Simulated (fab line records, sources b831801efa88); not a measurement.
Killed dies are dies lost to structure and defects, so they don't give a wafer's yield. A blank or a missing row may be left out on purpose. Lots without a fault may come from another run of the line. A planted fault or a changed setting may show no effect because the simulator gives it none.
A struck lot beside a sound one | flow sky130 | 15 steps out of a route of 708
Sound: wafers L299.1, L299.4, L299.5. Struck: wafers L315.3, L315.4, L315.6. The cause comes at the end.
At each step with rows: each side's tool, then ch and its chambers, then its first start. Under that, the readings that differ: sound wafers | struck wafers | difference of the means | sigmas: that difference in standard deviations of wafers without a fault.
alike: readings whose means differ by less than 2 such deviations, and words and numbers that are the same on both sides. not compared: withheld readings, readings that some wafer has no value for, bounds like >300 that may hide the same value, and numbers for which the record gives no deviation and whose values overlap.
The two part at a step that has a row with sigmas, a row that says differs or no value, or rows on one side only. Numbers that don't overlap but have no deviation are shown without sigmas and don't part them. A reading that every wafer of one side lacks parts them only if that side has two wafers or more.

SKY_METAL2_STRIP_20: strips in O2/N2.
  sound on plasma_asher-03 ch 0,1, day 35 06:39; struck on plasma_asher-03 ch 0,1, day 41 03:08
  alike: drypump_motor_current_A, n2_flow_sccm, oes_product_au, strip_time_to_endpoint_s
  not compared: rf_hours_counter_h
then, 4 steps without rows for these wafers: SKY_METAL2_STRIP_21 (strips in post etch residue remover, time 1200 s); SKY_METAL2_CLEAN_22 (cleans in IPA, time 180 s); SKY_METAL2_CLEAN_23 (cleans in O3/DIW); SKY_VIA2_HDPCVD_00 (deposits SiO2, target thk 1180 nm, time 196.7 s).
SKY_VIA2_THK_MEAS_01:
  sound on film_metro-04, day 35 07:22; struck on film_metro-02, day 41 03:50
  alike: VIA2_HDPCVD_THK
SKY_VIA2_CMP_02: polishes SiO2.
  sound on cmp-02 ch 0,1,3, day 35 07:32; struck on cmp-01 ch 0,2,3, day 41 03:56
  alike: motor_current_A
SKY_VIA2_BOW_MEAS_03:
  sound on film_metro-03, day 35 07:44; struck on film_metro-03, day 41 04:13
  alike: VIA2_BOW
then, 4 steps without rows for these wafers: SKY_VIA2_DEHYDRATE_04 (time 60 s); SKY_VIA2_HMDS_05 (prime time 60 s); SKY_VIA2_COAT_06 (resist thk 60 nm); SKY_VIA2_COAT_07 (resist thk 450 nm).
SKY_VIA2_SOFTBAKE_08: time 90 s.
  sound on litho_track-04 ch 0, day 35 20:00; struck on litho_track-02 ch 0, day 41 15:00
  reading                  | sound                | struck               | difference | sigmas
  heater_power_total_W (W) | 57.41 57.38 57.23    | 58.55 58.71 58.70    | +1.31      | +12
  run_length_s (s)         | 118.75 119.10 118.78 | 112.29 112.34 112.50 | -6.50      | -27
then, 1 step without rows for these wafers: SKY_VIA2_EXPOSE_09 (exposes mask VIM2, target cd 200 nm).
-- the record jumps here: 9 days lie between the struck wafers' starts before and after (it left off in module VIA2 and takes up again in module PAD_OPEN, whose first step shown is number 708 of the route) --
SKY_PAD_OPEN_PROBE_99:
  the record has rows for the struck wafers here (prober-01, day 50 05:40) and none for the sound ones

WHERE THEY PART
First at SKY_VIA2_SOFTBAKE_08; last, within this record, at SKY_PAD_OPEN_PROBE_99.

WHY: what the simulator had put in
Process parameter drift: litho_track-02, from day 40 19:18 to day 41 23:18, at SKY_VIA2_SOFTBAKE_08. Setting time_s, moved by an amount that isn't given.
